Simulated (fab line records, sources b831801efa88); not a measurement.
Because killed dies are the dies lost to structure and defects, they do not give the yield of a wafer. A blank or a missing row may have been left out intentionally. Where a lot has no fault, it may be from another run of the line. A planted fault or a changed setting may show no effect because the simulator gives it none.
fab line records	flow sky130
record: lots: 11	wafers: 33	last-day: 50
route steps=708 shown VIA2@508 METAL3@535 PAD_OPEN@708
lots that met no fault: from a run of the same line without faults
start-h: start of the lot's first displayed wafer, in hours after the record's first day	wait-h: hours from the lot's prior step to this one	" as in the row above	L1.1+2: a single row standing in for several wafers	- either no value or no given start	* or withheld: withheld	< > ~ a bound
route shown NAME@n: a module of which the file shows steps, and the number in the route of the first	usual: mean/standard deviation of fault-free wafers	same: alike in all rows	chamber/n: place in a boat	sites: each site's reading	_std_site: how widely they spread, as a standard deviation	_edge_site: outer sites' mean less inner sites'	radius-mm: how far each site lies from the wafer's centre	mask NAME#n: copy n	behind: the tool/chamber that last shaped the wafer	hold: why the lot went on hold/how many hours it stayed there/how the hold came to an end	device: the transistor (n, p or np) that didn't switch	end of line: at the end of the route, the tests of the same wafers	for a step that has no rows: nothing shown but its recipe	killed: not the wafer's yield, but the dies lost to structure and defects at the first sort	map: per-die view of a wafer (x killed, . not killed, _ where there is no die)
set.NAME: the setting as run; set.NAME@STEP: as run at that earlier step	model.NAME: the simulator's own value behind a step, which no gauge read
a sample of lots followed through the steps of the route, with each step as a table and each wafer as a row
services: a tool's chamber out of use, with start hour (start-h, from the record's first day; less than 0 if before it), hours out, and reason
== steps ==
step: SKY_VIA2_THK_MEAS_01
recipe: reads: SiO2_of_VIA2_HDPCVD_00
usual: VIA2_HDPCVD_THK: 1179/14
lot.wafer	tool	chamber	start-h	wait-h	VIA2_HDPCVD_THK[nm]
L567.1	film-metro-03	-	827.44	0.1	1168
L567.3	"	-	"	"	1155
L567.4	"	-	"	"	1155
L568.3	film-metro-01	-	841.01	0.1	1164
L568.4	"	-	"	"	1162
L568.6	"	-	"	"	1187
L569.3	film-metro-01	-	843.36	0.1	1185
L569.4	"	-	"	"	1183
L569.6	"	-	"	"	1195
L577.1	film-metro-03	-	903.41	0.1	1176
L577.3	"	-	"	"	1153
L577.5	"	-	"	"	1172
L579.2	film-metro-01	-	913.61	0.1	1197
L579.4	"	-	"	"	1187
L579.6	"	-	"	"	1186
L580.1	film-metro-01	-	922.28	0.1	1172
L580.2	"	-	"	"	1167
L580.4	"	-	"	"	1169
L581.1	film-metro-01	-	933.30	0.1	1185
L581.2	"	-	"	"	1180
L581.6	"	-	"	"	1182
L587.1	film-metro-04	-	969.10	0.1	1191
L587.4	"	-	"	"	1186
L587.6	"	-	"	"	1177
L588.1	film-metro-01	-	987.42	0.1	1219
L588.3	"	-	"	"	1170
L588.6	"	-	"	"	1182
L589.2	film-metro-04	-	988.89	0.1	1195
L589.5	"	-	"	"	1184
L589.6	"	-	"	"	1202
L590.2	film-metro-04	-	989.36	0.1	1226
L590.3	"	-	"	"	1189
L590.5	"	-	"	"	1191
step: SKY_VIA2_STRIP_16
recipe: chemistry: O2/N2	power-w: 1400	pressure-mtorr: 1500	platen-temp-c: withheld	o2-flow-sccm: 3000	n2-flow-sccm: 300	overash-fraction: 0.5
usual: drypump-motor-current-A: 5.7/0.31	oes-product-au: 0.399/0.0049	strip-time-to-endpoint-s: 4.06/0.042
lot.wafer	tool	chamber	start-h	wait-h	drypump-motor-current-A	oes-product-au	rf-hours-counter-h	strip-time-to-endpoint-s
L567.1	plasma-asher-04	1	854.25	0.0	5.1	0.403	11	3.97
L567.3	"	0	"	"	5.6	0.406	-	4.03
L567.4	"	1	"	"	5.2	0.392	-	4.03
L568.3	plasma-asher-03	0	868.07	0.1	5.5	0.401	-	4.09
L568.4	"	1	"	"	5.6	0.389	-	4.06
L568.6	"	0	"	"	5.5	0.397	-	4.13
L569.3	plasma-asher-01	1	870.32	0.1	5.9	0.391	-	4.04
L569.4	"	0	"	"	6.2	0.396	-	4.06
L569.6	"	0	"	"	6.2	0.387	-	4.07
L577.1	plasma-asher-01	0	929.49	0.0	6.2	0.401	50	4.10
L577.3	"	0	"	"	6.2	0.396	-	4.01
L577.5	"	0	"	"	6.2	0.403	-	4.01
L579.2	plasma-asher-04	0	938.60	0.0	5.6	0.401	17	4.06
L579.4	"	1	"	"	5.1	0.406	-	4.03
L579.6	"	0	"	"	5.6	0.398	-	4.08
L580.1	plasma-asher-04	0	947.19	0.0	5.6	0.390	18	4.05
L580.2	"	1	"	"	5.1	0.397	18	4.12
L580.4	"	0	"	"	5.6	0.399	-	4.08
L581.1	plasma-asher-03	1	958.85	0.0	5.6	0.410	78	4.11
L581.2	"	0	"	"	5.5	0.404	78	4.06
L581.6	"	0	"	"	5.5	0.397	-	4.06
L587.1	plasma-asher-03	0	992.94	0.0	5.5	0.396	83	4.07
L587.4	"	1	"	"	5.6	0.397	-	4.04
L587.6	"	0	"	"	5.5	0.400	-	4.06
L588.1	plasma-asher-03	1	1011.49	0.0	5.6	0.395	85	4.00
L588.3	"	1	"	"	5.6	0.390	-	4.05
L588.6	"	0	"	"	5.5	0.390	-	4.11
L589.2	plasma-asher-01	0	1012.80	0.0	6.3	0.403	56	4.12
L589.5	"	0	"	"	6.3	0.404	-	4.09
L589.6	"	1	"	"	5.9	0.403	-	4.12
L590.2	plasma-asher-03	1	1013.15	0.0	5.6	0.404	85	4.02
L590.3	"	1	"	"	5.6	0.397	-	4.03
L590.5	"	0	"	"	5.5	0.400	-	4.04
step: SKY_VIA2_CVD_21
recipe: material: W	target-thk-nm: 420	time-s: 126.4	temp-c: 400	pressure-torr: 40
usual: chamber-pressure-Torr: 40.03/0.085	heater-power-w: 889/98
lot.wafer	tool	chamber	start-h	wait-h	chamber-pressure-Torr	heater-power-w
L567.1	cvd-w-01	1	854.92	0.0	39.98	753
L567.3	"	0	"	"	39.99	923
L567.4	"	1	"	"	40.00	763
L568.3	cvd-w-01	1	868.80	0.1	39.86	772
L568.4	"	0	"	"	39.97	930
L568.6	"	0	"	"	39.96	933
L569.3	cvd-w-02	1	871.03	0.1	39.96	882
L569.4	"	0	"	"	40.05	968
L569.6	"	1	"	"	40.17	868
L577.1	cvd-w-01	1	930.18	0.0	35.62	766
L577.3	"	0	"	"	35.76	869
L577.5	"	0	"	"	35.72	904
L579.2	cvd-w-01	0	939.30	0.0	35.75	871
L579.4	"	1	"	"	35.49	749
L579.6	"	0	"	"	35.64	877
L580.1	cvd-w-02	1	947.88	0.0	40.16	901
L580.2	"	0	"	"	40.18	999
L580.4	"	1	"	"	39.96	891
L581.1	cvd-w-02	1	959.51	0.0	40.11	904
L581.2	"	0	"	"	40.08	999
L581.6	"	1	"	"	39.99	890
L587.1	cvd-w-02	1	993.59	0.0	40.01	894
L587.4	"	1	"	"	39.99	904
L587.6	"	1	"	"	40.12	921
L588.1	cvd-w-01	1	1012.28	0.0	39.99	754
L588.3	"	1	"	"	40.06	771
L588.6	"	1	"	"	40.01	762
L589.2	cvd-w-01	0	1013.46	0.0	40.03	891
L589.5	"	1	"	"	40.12	741
L589.6	"	0	"	"	39.88	893
L590.2	cvd-w-01	0	1013.86	0.0	40.02	890
L590.3	"	0	"	"	40.10	897
L590.5	"	0	"	"	39.97	874
step: SKY_VIA2_RS_MEAS_22
recipe: thk-meas-gauge: four-point-probe	reads: W_of_VIA2_CVD_21+TiN_of_VIA2_SPUTTER_20
usual: VIA2_W_RS: 0.267/0.0049
lot.wafer	tool	chamber	start-h	wait-h	VIA2_W_RS[ohm/sq]
L567.1	film-metro-01	-	855.05	0.1	0.263
L567.3	"	-	"	"	0.276
L567.4	"	-	"	"	0.264
L568.3	film-metro-01	-	868.93	0.1	0.258
L568.4	"	-	"	"	0.269
L568.6	"	-	"	"	0.269
L569.3	film-metro-01	-	871.16	0.1	0.262
L569.4	"	-	"	"	0.274
L569.6	"	-	"	"	0.265
L577.1	film-metro-04	-	930.31	0.1	0.283
L577.3	"	-	"	"	0.289
L577.5	"	-	"	"	0.287
L579.2	film-metro-03	-	939.45	0.1	0.285
L579.4	"	-	"	"	0.277
L579.6	"	-	"	"	0.282
L580.1	film-metro-03	-	948.01	0.1	0.267
L580.2	"	-	"	"	0.269
L580.4	"	-	"	"	0.266
L581.1	film-metro-01	-	959.64	0.1	0.265
L581.2	"	-	"	"	0.267
L581.6	"	-	"	"	0.267
L587.1	film-metro-04	-	993.72	0.1	0.264
L587.4	"	-	"	"	0.268
L587.6	"	-	"	"	0.266
L588.1	film-metro-01	-	1012.41	0.1	0.262
L588.3	"	-	"	"	0.259
L588.6	"	-	"	"	0.262
L589.2	film-metro-01	-	1013.61	0.1	0.272
L589.5	"	-	"	"	0.262
L589.6	"	-	"	"	0.274
L590.2	film-metro-01	-	1014.01	0.1	0.274
L590.3	"	-	"	"	0.273
L590.5	"	-	"	"	0.271
step: SKY_VIA2_THK_MEAS_23
recipe: thk-meas-gauge: xrf	reads: W_of_VIA2_CVD_21
usual: VIA2_W_THK: 433/8.4
lot.wafer	tool	chamber	start-h	wait-h	VIA2_W_THK[nm]
L567.1	film-metro-01	-	855.17	0.1	438
L567.3	"	-	"	"	416
L567.4	"	-	"	"	433
L568.3	film-metro-01	-	869.03	0.1	444
L568.4	"	-	"	"	428
L568.6	"	-	"	"	422
L569.3	film-metro-01	-	871.26	0.1	434
L569.4	"	-	"	"	422
L569.6	"	-	"	"	433
L577.1	film-metro-04	-	930.43	0.1	414
L577.3	"	-	"	"	404
L577.5	"	-	"	"	409
L579.2	film-metro-03	-	939.56	0.1	405
L579.4	"	-	"	"	420
L579.6	"	-	"	"	411
L580.1	film-metro-03	-	948.13	0.1	435
L580.2	"	-	"	"	433
L580.4	"	-	"	"	437
L581.1	film-metro-01	-	959.76	0.1	432
L581.2	"	-	"	"	433
L581.6	"	-	"	"	430
L587.1	film-metro-04	-	993.84	0.1	437
L587.4	"	-	"	"	433
L587.6	"	-	"	"	435
L588.1	film-metro-01	-	1012.53	0.1	445
L588.3	"	-	"	"	447
L588.6	"	-	"	"	439
L589.2	film-metro-01	-	1013.72	0.1	424
L589.5	"	-	"	"	437
L589.6	"	-	"	"	421
L590.2	film-metro-01	-	1014.12	0.1	422
L590.3	"	-	"	"	420
L590.5	"	-	"	"	424
step: SKY_METAL3_SPUTTER_03
recipe: material: Ti	target-thk-nm: 5	power-w: 3000	time-s: 3.3	chamber-pressure-pa: 0.4
usual: throttle-valve-pct: 29.9/1.2
lot.wafer	tool	chamber	start-h	wait-h	throttle-valve-pct
L567.1	pvd-sputter-02	-	855.61	0.0	32.4
L567.3	"	-	"	"	31.1
L567.4	"	-	"	"	29.1
L568.3	pvd-sputter-03	-	869.46	0.0	31.2
L568.4	"	-	"	"	30.9
L568.6	"	-	"	"	28.5
L569.3	pvd-sputter-02	-	871.69	0.0	32.5
L569.4	"	-	"	"	32.3
L569.6	"	-	"	"	31.1
L577.1	pvd-sputter-04	-	930.87	0.0	28.8
L577.3	"	-	"	"	29.0
L577.5	"	-	"	"	28.8
L579.2	pvd-sputter-04	-	940.00	0.0	29.2
L579.4	"	-	"	"	30.9
L579.6	"	-	"	"	29.4
L580.1	pvd-sputter-04	-	948.58	0.0	28.8
L580.2	"	-	"	"	29.4
L580.4	"	-	"	"	28.9
L581.1	pvd-sputter-04	-	960.21	0.0	29.4
L581.2	"	-	"	"	28.8
L581.6	"	-	"	"	30.9
L587.1	pvd-sputter-03	-	994.29	0.0	31.0
L587.4	"	-	"	"	28.3
L587.6	"	-	"	"	29.7
L588.1	pvd-sputter-02	-	1013.10	0.0	31.0
L588.3	"	-	"	"	29.3
L588.6	"	-	"	"	29.3
L589.2	pvd-sputter-04	-	1014.15	0.0	31.0
L589.5	"	-	"	"	28.8
L589.6	"	-	"	"	31.2
L590.2	pvd-sputter-03	-	1014.55	0.0	30.3
L590.3	"	-	"	"	31.3
L590.5	"	-	"	"	31.4
step: SKY_PAD_OPEN_PROBE_99
usual: defect-limited-yield: 82.5/1.8	killed_at_M0_to_M3: 43/6.6	killed_at_M4_up: 2.9/1.8	killed-at-contacts: 25/5.3	killed-at-front-end: 15/4.1	killed-at-other: 0.3/0.6	killed-dies: 86/8.8	killed-open: 47/6.7	killed-short: 39/6.2	sort_bin_3_pad_short: 0.9/0.44	sort_bin_5_function: 10.3/1.6	sort_bin_6_memory: 6.3/1	sort-n-pass: 406/8.8	sort-yield-pct: 82.5/1.8
same: gross-dies: 492	killed-at-back-side: 0	sort_bin_4_leakage[%]: 0	sort_bin_8_speed[%]: 0
lot.wafer	tool	chamber	start-h	wait-h	defect-limited-yield[%]	killed_at_M0_to_M3	killed_at_M4_up	killed-at-contacts	killed-at-front-end	killed-at-other	killed-dies	killed-open	killed-short	sort_bin_3_pad_short[%]	sort_bin_5_function[%]	sort_bin_6_memory[%]	sort-n-pass	sort-yield-pct[%]
L581.1	prober-02	-	1163.29	0.1	81.9	47	2	26	13	1	89	43	45	0.4	10.0	7.7	403	81.9
L581.2	prober-02	-	1163.34	0.1	82.1	38	3	27	18	2	88	49	38	1.0	10.4	6.5	404	82.1
L581.6	prober-02	-	1163.54	0.2	83.7	40	1	21	18	0	80	43	37	1.2	8.5	6.5	412	83.7
killed by level:class
L581.1 CONTACT:geometric-particle:open=11 VIA1:geometric-particle:short=9 VIA2:geometric-particle:open=8 VIA1:geometric-particle:open=7 POLY_GATE:geometric-particle:short=6 LI_CONTACT:geometric-particle:open=6 METAL2:geometric-particle:short=6 POLY_GATE:geometric-particle:open=5
L581.2 CONTACT:geometric-particle:open=12 POLY_GATE:geometric-particle:short=7 LI_CONTACT:geometric-particle:open=7 VIA3:geometric-particle:open=7 VIA1:geometric-particle:open=7 POLY_GATE:geometric-particle:open=6 METAL2:geometric-particle:short=5 VIA2:geometric-particle:short=5
L581.6 CONTACT:geometric-particle:open=10 VIA3:geometric-particle:open=8 VIA1:geometric-particle:open=7 VIA2:geometric-particle:open=6 FIELD_ISO:geometric-particle:short=5 VIA1:geometric-particle:short=5 POLY_GATE:geometric-particle:short=4 POLY_GATE:geometric-particle:open=4
== services ==
tool	chamber	start-h	hours	kind
cvd-w-02	-	839.45	1.7	repair
pvd-sputter-02	-	852.24	1.9	repair
plasma-asher-01	-	884.76	1.9	repair
cvd-w-02	1	900.02	12.1	repair
plasma-asher-04	-	902.35	28.1	pm
cvd-w-01	-	904.00	14.0	pm
cvd-w-01	0	904.00	14.0	vent-cycle
cvd-w-01	1	904.00	14.0	vent-cycle
pvd-sputter-03	-	905.76	5.1	repair
pvd-sputter-04	-	914.72	5.5	repair
cvd-w-01	0	918.00	-	clean
cvd-w-01	1	918.00	-	clean
cvd-w-02	-	930.87	1.4	repair
plasma-asher-01	-	941.58	20.4	repair
cvd-w-01	-	956.95	1.1	repair
pvd-sputter-02	-	964.56	1.4	repair
plasma-asher-04	-	966.99	5.2	repair
cvd-w-02	1	978.08	4.3	repair
cvd-w-01	-	990.96	6.9	pm
plasma-asher-03	-	993.62	0.8	repair
cvd-w-02	-	999.65	14.6	pm
pvd-sputter-02	-	999.87	5.3	repair
plasma-asher-04	-	1005.88	1.0	repair
pvd-sputter-04	-	1008.71	3.7	repair
== key ==
first-sign: step: SKY_VIA2_CVD_21	reading: chamber-pressure-Torr	direction: down	sigmas: 52	usual: 40.03	struck: 35.66
effect: step: SKY_VIA2_RS_MEAS_22	reading: VIA2_W_RS	direction: up	sigmas: 3.4	usual: 0.267	struck: 0.284
effect: step: SKY_VIA2_THK_MEAS_23	reading: VIA2_W_THK	direction: down	sigmas: 2.6	usual: 433	struck: 411
met-at SKY_VIA2_CVD_21
struck-lots L577,L579
not-acting-at SKY_VIA2_THK_MEAS_01,SKY_VIA2_STRIP_16,SKY_METAL3_SPUTTER_03
onset-between 868.80 930.18
fault: kind: process-parameter-drift	tool: cvd-w-01	chamber: -	onset-h: 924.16	steps: SKY_VIA2_CVD_21	channel: pressure-torr	offset: -4.326	shape: step	end-h: 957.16	acts-in: these-recipes-only	stated: 40
